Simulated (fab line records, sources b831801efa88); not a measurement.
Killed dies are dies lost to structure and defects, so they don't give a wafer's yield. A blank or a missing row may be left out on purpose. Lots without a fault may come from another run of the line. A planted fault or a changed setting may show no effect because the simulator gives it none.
fab line records | flow gf180mcu
record lots=10 wafers=30 last_day=34
route steps=602 shown M3@410 V3@446
lots that met no fault: from a run of the same line without faults
start_h: hours from the record's first day to the start of the lot's first wafer shown | wait_h: hours since the lot's step before | " the same as in the row above | L1.1+2: a row that stands for several wafers | - no value, or no start given | * or withheld: withheld | < > ~ a bound
route shown NAME@n: a module of which the file shows steps, and the number in the route of the first | usual: mean/standard deviation of fault-free wafers | same: alike in all rows | chamber/n: place in a boat | sites: the reading at each site | _std_site: their standard deviation | _edge_site: outer sites' mean less inner sites' | radius_mm: how far each site lies from the wafer's centre | mask NAME#n: copy n | behind: the tool/chamber that last shaped the wafer | hold: why the lot was held/for how many hours/how that ended | device: the transistor (n, p or np) that didn't switch | end of line: the same wafers' tests at the end of the route | a step without rows: its recipe alone | killed: dies lost to structure and defects at the first sort, not the wafer's yield | map: a wafer's dies, x killed, . not, _ none there
set.NAME: the setting as run; set.NAME@STEP: as run at that earlier step | model.NAME: the simulator's own value behind a step, which no gauge read
steps of the route over a sample of lots; a table a step, a row a wafer
services: from which hour (start_h, from the record's first day; less than 0 if before it) a tool's chamber was out of use, for how many hours, and why
## steps
# step GF_M3_SPUTTER_01
# recipe material=TiN target_thk_nm=30 power_w=6500 time_s=25 chamber_pressure_pa=0.4
# usual cathode_dc_power_W=6500.0/1.1 throttle_valve_pct=30.5/1.1
# columns lot.wafer tool chamber start_h wait_h cathode_dc_power_W throttle_valve_pct
L573.1 pvd_sputter-03 - 479.73 0.1 6498.7 30.5
L573.4 " - " " 6499.5 29.9
L573.5 " - " " 6500.6 29.8
L575.1 pvd_sputter-02 - 495.79 0.1 6500.5 31.4
L575.4 " - " " 6500.0 30.0
L575.5 " - " " 6500.6 31.8
L580.2 pvd_sputter-02 - 536.62 0.1 6500.3 31.7
L580.3 " - " " 6499.9 28.7
L580.5 " - " " 6501.1 30.4
L589.1 pvd_sputter-01 - 607.02 0.1 6498.0 30.2
L589.2 " - " " 6500.9 30.3
L589.6 " - " " 6499.8 30.0
L590.2 pvd_sputter-03 - 611.82 0.1 6499.6 28.4
L590.4 " - " " 6499.5 30.3
L590.5 " - " " 6499.4 30.0
L591.3 pvd_sputter-02 - 621.85 0.1 6499.0 31.7
L591.4 " - " " 6500.0 30.4
L591.6 " - " " 6500.5 31.4
L592.1 pvd_sputter-01 - 631.33 0.1 6500.3 30.2
L592.2 " - " " 6499.0 30.1
L592.6 " - " " 6500.0 32.0
L593.2 pvd_sputter-01 - 638.41 0.1 6499.4 30.5
L593.3 " - " " 6498.7 30.3
L593.6 " - " " 6501.5 32.1
L594.3 pvd_sputter-02 - 645.54 0.1 6500.4 30.4
L594.5 " - " " 6501.2 31.7
L594.6 " - " " 6500.1 28.2
L595.1 pvd_sputter-03 - 646.18 0.1 6500.4 30.2
L595.4 " - " " 6500.2 29.5
L595.5 " - " " 6499.9 28.5
# step GF_M3_SPUTTER_02
# recipe material=AlCu target_thk_nm=450 power_w=10600 time_s=23.9 chamber_pressure_pa=0.4
# usual cathode_dc_power_W=10600/1.8 throttle_valve_pct=30.5/1.1
# columns lot.wafer tool chamber start_h wait_h cathode_dc_power_W throttle_valve_pct
L573.1 pvd_sputter-03 - 479.76 0.0 10599 30.2
L573.4 " - " " 10600 29.6
L573.5 " - " " 10600 29.5
L575.1 pvd_sputter-02 - 495.82 0.0 10602 31.6
L575.4 " - " " 10601 30.3
L575.5 " - " " 10599 31.7
L580.2 pvd_sputter-02 - 536.65 0.0 10601 31.8
L580.3 " - " " 10603 28.4
L580.5 " - " " 10600 30.5
L589.1 pvd_sputter-01 - 607.05 0.0 10599 29.8
L589.2 " - " " 10603 30.1
L589.6 " - " " 10604 30.1
L590.2 pvd_sputter-03 - 611.85 0.0 10598 28.2
L590.4 " - " " 10600 30.4
L590.5 " - " " 10601 29.9
L591.3 pvd_sputter-02 - 621.88 0.0 10600 31.6
L591.4 " - " " 10604 30.0
L591.6 " - " " 10599 31.5
L592.1 pvd_sputter-01 - 631.36 0.0 10602 29.9
L592.2 " - " " 10600 30.2
L592.6 " - " " 10601 32.0
L593.2 pvd_sputter-01 - 638.44 0.0 10600 30.2
L593.3 " - " " 10598 30.2
L593.6 " - " " 10602 32.0
L594.3 pvd_sputter-02 - 645.58 0.0 10600 30.5
L594.5 " - " " 10598 31.9
L594.6 " - " " 10599 28.5
L595.1 pvd_sputter-03 - 646.21 0.0 10601 30.5
L595.4 " - " " 10597 29.6
L595.5 " - " " 10600 28.4
# step GF_M3_RS_MEAS_05
# recipe thk_meas_gauge=four-point-probe reads=TiN_of_M3_SPUTTER_04+Ti_of_M3_SPUTTER_03+AlCu_of_M3_SPUTTER_02+TiN_of_M3_SPUTTER_01+Ti_of_M3_SPUTTER_00
# usual M3_ALCU_RS=0.0698/0.00067
# columns lot.wafer tool chamber start_h wait_h M3_ALCU_RS[ohm/sq]
L573.1 film_metro-01 - 479.85 0.0 0.0688
L573.4 " - " " 0.0692
L573.5 " - " " 0.0693
L575.1 film_metro-02 - 495.91 0.0 0.0700
L575.4 " - " " 0.0709
L575.5 " - " " 0.0704
L580.2 film_metro-03 - 536.76 0.0 0.0738
L580.3 " - " " 0.0701
L580.5 " - " " 0.0702
L589.1 film_metro-02 - 607.14 0.0 0.0698
L589.2 " - " " 0.0690
L589.6 " - " " 0.0698
L590.2 film_metro-01 - 611.96 0.0 0.0692
L590.4 " - " " 0.0680
L590.5 " - " " 0.0689
L591.3 film_metro-03 - 622.01 0.1 0.0695
L591.4 " - " " 0.0698
L591.6 " - " " 0.0700
L592.1 film_metro-01 - 631.46 0.0 0.0702
L592.2 " - " " 0.0704
L592.6 " - " " 0.0706
L593.2 film_metro-01 - 638.55 0.0 0.0697
L593.3 " - " " 0.0696
L593.6 " - " " 0.0700
L594.3 film_metro-01 - 645.71 0.1 0.0701
L594.5 " - " " 0.0695
L594.6 " - " " 0.0699
L595.1 film_metro-03 - 646.30 0.0 0.0684
L595.4 " - " " 0.0688
L595.5 " - " " 0.0693
# step GF_M3_THK_MEAS_06
# recipe thk_meas_gauge=xrf reads=AlCu_of_M3_SPUTTER_02
# usual M3_ALCU_THK=452/4.4
# columns lot.wafer tool chamber start_h wait_h M3_ALCU_THK[nm]
L573.1 film_metro-01 - 479.97 0.1 456
L573.4 " - " " 457
L573.5 " - " " 455
L575.1 film_metro-02 - 496.03 0.1 449
L575.4 " - " " 445
L575.5 " - " " 447
L580.2 film_metro-03 - 536.87 0.1 427
L580.3 " - " " 451
L580.5 " - " " 451
L589.1 film_metro-02 - 607.26 0.1 452
L589.2 " - " " 458
L589.6 " - " " 450
L590.2 film_metro-01 - 612.07 0.1 457
L590.4 " - " " 465
L590.5 " - " " 457
L591.3 film_metro-03 - 622.11 0.1 453
L591.4 " - " " 455
L591.6 " - " " 453
L592.1 film_metro-01 - 631.58 0.1 448
L592.2 " - " " 447
L592.6 " - " " 446
L593.2 film_metro-01 - 638.66 0.1 452
L593.3 " - " " 454
L593.6 " - " " 452
L594.3 film_metro-01 - 645.81 0.1 450
L594.5 " - " " 454
L594.6 " - " " 449
L595.1 film_metro-03 - 646.42 0.1 460
L595.4 " - " " 459
L595.5 " - " " 454
# step GF_M3_OVL_MEAS_15
# usual M3_OVL=-2/5.7
# columns lot.wafer tool chamber start_h wait_h M3_OVL[nm]
L573.1 overlay-01 - 503.49 0.1 -8
L573.4 " - " " -2
L573.5 " - " " -4
L575.1 overlay-01 - 519.49 0.1 -11
L575.4 " - " " 2
L575.5 " - " " -8
L580.2 overlay-02 - 558.89 0.1 2
L580.3 " - " " -2
L580.5 " - " " -2
L589.1 overlay-02 - 627.99 0.1 -12
L589.2 " - " " -5
L589.6 " - " " -5
L590.2 overlay-01 - 631.82 0.1 10
L590.4 " - " " 6
L590.5 " - " " 3
L591.3 overlay-01 - 642.17 0.1 -18
L591.4 " - " " -13
L591.6 " - " " -11
L592.1 overlay-02 - 651.09 0.1 -5
L592.2 " - " " 2
L592.6 " - " " -1
L593.2 overlay-02 - 658.65 0.1 8
L593.3 " - " " 2
L593.6 " - " " 0
L594.3 overlay-02 - 664.62 0.1 -5
L594.5 " - " " 1
L594.6 " - " " -3
L595.1 overlay-02 - 666.06 0.1 -1
L595.4 " - " " 0
L595.5 " - " " 2
# step GF_M3_METAL_ETCH_16
# recipe chemistry=Cl2/BCl3 mask_material=KrF target_depth_nm=627.5 stop_on=SiO2 pressure_mtorr=8 icp_w=800 bias_w=140 Cl2_flow_sccm=80 bcl3_flow_sccm=40 time_s=104.6
# usual drypump_motor_current_A=5.8/0.58 oes_product_au=0.970/0.0062 throttle_valve_pct=28.253/0.011
# columns lot.wafer tool chamber start_h wait_h drypump_motor_current_A oes_product_au rf_hours_counter_h throttle_valve_pct
L573.1 rie_metal-02 1 503.52 0.0 5.2 0.984 9 28.236
L573.4 " 0 " " 6.0 0.972 - 28.255
L573.5 " 0 " " 6.0 0.974 - 28.258
L575.1 rie_metal-02 1 519.52 0.0 5.3 0.965 9 28.265
L575.4 " 1 " " 5.3 0.963 - 28.272
L575.5 " 1 " " 5.3 0.963 - 28.250
L580.2 rie_metal-02 1 558.92 0.0 5.3 0.948 10 28.285
L580.3 " 0 " " 6.0 0.977 - 28.246
L580.5 " 0 " " 6.0 0.970 - 28.260
L589.1 rie_metal-04 1 628.03 0.0 5.9 0.962 4 28.260
L589.2 " 0 " " 6.3 0.964 12 28.251
L589.6 " 0 " " 6.3 0.962 - 28.266
L590.2 rie_metal-03 0 631.85 0.0 6.7 0.979 1 28.265
L590.4 " 0 " " 6.7 0.977 - 28.248
L590.5 " 0 " " 6.6 0.967 - 28.254
L591.3 rie_metal-04 1 642.23 0.1 5.8 0.970 - 28.244
L591.4 " 0 " " 6.3 0.965 - 28.248
L591.6 " 0 " " 6.3 0.968 - 28.255
L592.1 rie_metal-03 1 651.13 0.0 5.0 0.965 9 28.253
L592.2 " 0 " " 6.7 0.969 2 28.247
L592.6 " 1 " " 5.0 0.968 - 28.242
L593.2 rie_metal-04 1 658.68 0.0 5.9 0.968 5 28.259
L593.3 " 1 " " 5.8 0.973 - 28.263
L593.6 " 0 " " 6.3 0.967 - 28.255
L594.3 rie_metal-04 1 664.72 0.1 5.9 0.969 - 28.250
L594.5 " 1 " " 5.9 0.968 - 28.237
L594.6 " 1 " " 5.9 0.971 - 28.254
L595.1 rie_metal-02 0 666.10 0.0 6.0 0.982 4 28.236
L595.4 " 0 " " 6.0 0.982 - 28.263
L595.5 " 0 " " 6.0 0.973 - 28.253
# step GF_V3_ETCH_17
# recipe chemistry=C4F8/O2/Ar mask_material=KrF target=SiO2 stop_on=TiN source_w=1500 bias_w=1200 pressure_mtorr=40 c4f8_flow_sccm=withheld O2_flow_sccm=6 Ar_flow_sccm=300 time_s=withheld target_depth_a=6350
# usual oes_product_au=0.856/0.0047
# columns lot.wafer tool chamber start_h wait_h oes_product_au
L573.1 rie_diel-01 2 - - 0.860
L573.4 " 0 " " 0.864
L573.5 " 2 " " 0.857
L575.1 rie_diel-01 0 - - 0.858
L575.4 " 1 " " 0.854
L575.5 " 0 " " 0.862
L580.2 rie_diel-03 2 - - 0.853
L580.3 " 0 " " 0.856
L580.5 " 0 " " 0.863
L589.1 rie_diel-01 2 - - 0.854
L589.2 " 0 " " 0.856
L589.6 " 2 " " 0.859
L590.2 rie_diel-03 2 - - 0.855
L590.4 " 3 " " 0.852
L590.5 " 1 " " 0.862
L591.3 rie_diel-03 2 - - 0.857
L591.4 " 1 " " 0.857
L591.6 " 1 " " 0.858
L592.1 rie_diel-04 0 - - 0.858
L592.2 " 2 " " 0.860
L592.6 " 0 " " 0.851
L593.2 rie_diel-03 2 - - 0.854
L593.3 " 1 " " 0.860
L593.6 " 1 " " 0.859
L594.3 rie_diel-04 3 - - 0.857
L594.5 " 3 " " 0.854
L594.6 " 0 " " 0.854
L595.1 rie_diel-03 3 - - 0.858
L595.4 " 1 " " 0.859
L595.5 " 1 " " 0.851
## services
# columns tool chamber start_h hours kind
pvd_sputter-03 1 455.98 - consumable_replace:kit
pvd_sputter-03 1 455.98 18.0 scheduled_down
pvd_sputter-03 1 455.98 18.0 vent_cycle
rie_diel-01 1 470.25 8.8 repair
pvd_sputter-03 - 484.68 16.4 repair
rie_diel-01 - 485.48 2.8 pm
rie_metal-02 - 487.57 2.8 pm
rie_metal-04 - 495.38 14.6 pm
rie_metal-03 0 502.06 4.1 repair
rie_diel-01 3 510.42 13.3 repair
pvd_sputter-02 - 518.31 2.4 repair
pvd_sputter-03 - 544.55 9.9 repair
rie_diel-04 2 550.48 1.4 repair
rie_diel-03 1 564.41 1.5 repair
pvd_sputter-02 3 607.69 - consumable_replace:kit
pvd_sputter-02 3 607.69 18.0 scheduled_down
pvd_sputter-02 3 607.69 18.0 vent_cycle
rie_diel-01 1 620.16 1.5 repair
rie_metal-04 - 624.35 2.8 pm
rie_metal-02 - 634.37 0.1 repair
pvd_sputter-02 - 643.24 2.2 repair
rie_metal-03 1 660.74 14.5 repair
rie_metal-02 1 662.88 9.9 repair
rie_metal-03 1 685.62 2.4 repair
## key
first_sign step=GF_M3_RS_MEAS_05 reading=M3_ALCU_RS direction=up sigmas=5.9 usual=0.0698 struck=0.0738
effect step=GF_M3_THK_MEAS_06 reading=M3_ALCU_THK direction=down sigmas=5.7 usual=452 struck=427
effect step=GF_M3_METAL_ETCH_16 reading=oes_product_au direction=down sigmas=3.4 usual=0.970 struck=0.948
met_at GF_M3_SPUTTER_02
struck_lots L580
struck_wafers L580.2
not_acting_at GF_M3_SPUTTER_01,GF_M3_OVL_MEAS_15,GF_V3_ETCH_17
onset_between 495.82 536.65
fault kind=process_parameter_drift tool=pvd_sputter-02 chamber=- onset_h=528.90 steps=GF_M3_SPUTTER_02 channel=target_thk_nm offset=-25.668 shape=step end_h=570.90 scope=struck_wafers_only acts_in=these_recipes_only stated=450
